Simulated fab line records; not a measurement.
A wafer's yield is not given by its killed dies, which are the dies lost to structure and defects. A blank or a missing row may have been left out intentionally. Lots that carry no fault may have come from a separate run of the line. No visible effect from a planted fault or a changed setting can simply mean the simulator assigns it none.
Which tool was responsible? ; flow sky130 ; 14 lots, 41 wafers sampled, at 5 steps of a route of 708

== WHAT THE GAUGES READ, wafer by wafer ==
SKY_PWDE_OVL_MEAS_07.
lot;measured;on;PWDE_OVL (nm)
L322;day 3 19:28;overlay-02;2.0 1.7 1.8
L323;day 4 02:15;overlay-01;2.4 1.5 2.7
L324;day 4 07:14;overlay-02;2.0 3.4 4.3
L325;day 4 13:17;overlay-02;1.4 2.5 1.6
L326;day 4 20:08;overlay-01;1.0 1.3 1.3
L327;day 5 00:37;overlay-02;2.3 2.9 2.2
L328;day 5 05:35;overlay-01;1.3 3.3 3.3
L329;day 5 12:41;overlay-01;1.2 1.6 0.7
L330;day 5 18:05;overlay-02;3.2 2.7 3.0
L331;day 5 21:04;overlay-01;2.7 2.8 4.2
L332;day 6 04:23;overlay-02;5.1 4.2 5.1
L340;day 8 02:34;overlay-01;- 1.4 1.7
L341;day 8 04:49;overlay-01;- 0.5
L344;day 8 21:57;overlay-01;-0.5 1.2 0.5

SKY_PWDE_TW_MEAS_10.
lot;measured;on;PWDE_TW
L322;day 3 19:45;film metro-03;373.3 376.3 376.0
L323;day 4 02:32;film metro-04;368.9 368.2 369.8
L324;day 4 07:31;film metro-04;367.6 367.5 367.3
L325;day 4 13:34;film metro-03;375.3 374.5 375.1
L326;day 4 20:25;film metro-03;374.6 375.5 375.1
L327;day 5 00:54;film metro-01;375.3 376.3 377.6
L328;day 5 05:52;film metro-01;375.7 377.1 374.8
L329;day 5 12:58;film metro-01;375.2 377.0 375.8
L330;day 5 18:22;film metro-03;373.0 374.5 374.0
L331;day 5 21:21;film metro-03;374.9 374.7 373.9
L332;day 6 04:41;film metro-04;369.2 371.6 370.1
L340;day 8 02:51;film metro-04;29.9 373.0 371.4
L341;day 8 05:06;film metro-03;30.2 375.5
L344;day 8 22:14;film metro-01;374.1 374.8 376.4

SKY_NWELL_OVL_MEAS_10.
lot;measured;on;NWELL_00_OVL (nm)
L322;day 4 11:52;overlay-02;0.3 0.5 1.5
L323;day 4 18:59;overlay-01;-0.4 0.4 1.8
L324;day 5 01:16;overlay-02;4.1 2.3 2.5
L325;day 5 07:04;overlay-01;-0.2 0.4 1.2
L326;day 5 14:25;overlay-02;0.5 -1.0 -0.6
L327;day 5 18:49;overlay-01;0.7 0.9 0.4
L328;day 6 00:50;overlay-01;0.3 0.4 1.9
L329;day 6 06:59;overlay-01;1.8 0.2 1.7
L330;day 6 12:22;overlay-02;3.1 3.9 1.5
L331;day 6 16:28;overlay-01;-0.6 0.1 0.5
L332;day 6 23:47;overlay-02;0.0 -0.2 -0.3
L340;day 8 23:31;overlay-02;-0.6 1.6 1.4
L341;day 9 02:19;overlay-01;1.2 1.6
L344;day 9 20:23;overlay-02;0.5 0.9 -0.1

== EACH LOT AND THE TOOL THAT RAN IT (in order: tool; ch and the chambers of the sampled wafers; start) ==
lot;SKY_FIELD_ISO_ETCH_14;SKY_PWDE_DEVELOP_06
L322;rie diel-03 ch 0,1,2, day 2 05:40;litho track-01 ch 0, day 3 19:00
L323;rie diel-04 ch 0,3, day 2 09:17;litho track-02 ch 0, day 4 02:00
L324;rie diel-02 ch 1,2,3, day 2 16:22;litho track-02 ch 0, day 4 07:00
L325;rie diel-03 ch 1,3, day 2 20:23;litho track-02 ch 0, day 4 13:00
L326;rie diel-03 ch 1,2,3, day 3 01:10;litho track-02 ch 0, day 4 19:00
L327;rie diel-04 ch 0,1,2, day 3 07:13;litho track-01 ch 0, day 5 00:00
L328;rie diel-03 ch 0,3, day 3 11:41;litho track-02 ch 0, day 5 05:00
L329;rie diel-04 ch 0,1,3, day 3 18:50;litho track-04 ch 0, day 5 12:00
L330;rie diel-04 ch 0,3, day 3 22:32;litho track-04 ch 0, day 5 17:00
L331;rie diel-02 ch 2,3, day 4 03:20;litho track-01 ch 0, day 5 20:00
L332;rie diel-04 ch 1,2,3, day 4 07:14;litho track-02 ch 0, day 6 04:00
L340;rie diel-04 ch 0,3, day 6 02:32;litho track-01 ch 0, day 8 02:00
L341;rie diel-02 ch 0,3, day 6 07:50;litho track-01 ch 0, day 8 04:00
L344;rie diel-02 ch 1,2, day 6 23:11;litho track-02 ch 0, day 8 21:00
- SKY_FIELD_ISO_ETCH_14: etches BARC in N2/H2, stops on SiO2, time 45.9 s, target depth 60 nm.
- SKY_PWDE_DEVELOP_06: develop time 60 s.

== WHAT THE TOOLS THEMSELVES READ (means of the sampled wafers that have a number; where no wafer has one, the mark that the record gives instead) ==
SKY_FIELD_ISO_ETCH_14.
lot;tool;drypump motor current A (A);oes product au (a.u.);throttle valve pct (%)
L322;rie diel-03;5.6;0.855;13.217
L323;rie diel-04;5.5;0.855;13.227
L324;rie diel-02;5.5;0.854;13.217
L325;rie diel-03;6.2;0.856;13.222
L326;rie diel-03;5.7;0.855;13.224
L327;rie diel-04;5.8;0.849;13.224
L328;rie diel-03;5.9;0.856;13.219
L329;rie diel-04;5.7;0.852;13.227
L330;rie diel-04;5.5;0.856;13.224
L331;rie diel-02;5.2;0.854;13.222
L332;rie diel-04;5.4;0.857;13.217
L340;rie diel-04;5.5;0.852;13.218
L341;rie diel-02;5.8;0.855;13.226
L344;rie diel-02;5.7;0.856;13.223

SKY_PWDE_DEVELOP_06.
lot;tool;chill plate temp C (C)
L322;litho track-01;22.94
L323;litho track-02;22.98
L324;litho track-02;23.08
L325;litho track-02;22.93
L326;litho track-02;22.96
L327;litho track-01;23.10
L328;litho track-02;23.10
L329;litho track-04;22.94
L330;litho track-04;23.01
L331;litho track-01;23.05
L332;litho track-02;23.08
L340;litho track-01;23.08
L341;litho track-01;22.96
L344;litho track-02;23.02

== THE ANSWER, worked out from the rows above alone ==
Rule: the lots themselves supply what counts as usual. Put in order of their means at a reading, lots are off if they are a third of the lots or fewer, leave a main group of 4 or more, and stand apart from it by a gap of 3 or more times the standard deviation of the main group's means; of several such gaps the widest counts. A main group whose means are all the same, to the digits that the tables above print for the reading, isn't used. Also off: a lot with no number at a reading for which 4 or more lots have one. All remaining lots with rows at the step are treated as sound. The gauges are gone through in route order, then the tools' own readings, and for those a lot's mean is taken as printed above. At the first step where some lot is off, the reading lying furthest off is the one used; lots without a number count as furthest.
Off: L340, L341, seen at SKY_PWDE_TW_MEAS_10 (PWDE_TW). For the main group the mean is 373.6 and the standard deviation 2.9.
A tool fits if, at a process step before that reading, it ran every lot that is off, and no sound lot after the first of them. The gauges at SKY_PWDE_TW_MEAS_10 are tried like those tools. One candidate fits, namely litho track-01 at SKY_PWDE_DEVELOP_06. Its last sound lot is L331 (day 5 20:00), its first lot that is off L340 (day 8 02:00): a fault that began between those two fits.

== WHAT HAD BEEN PUT IN BY THE SIMULATOR ==
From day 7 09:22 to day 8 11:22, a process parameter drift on litho track-01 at SKY_PWDE_DEVELOP_06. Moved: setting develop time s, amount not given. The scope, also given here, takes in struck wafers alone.
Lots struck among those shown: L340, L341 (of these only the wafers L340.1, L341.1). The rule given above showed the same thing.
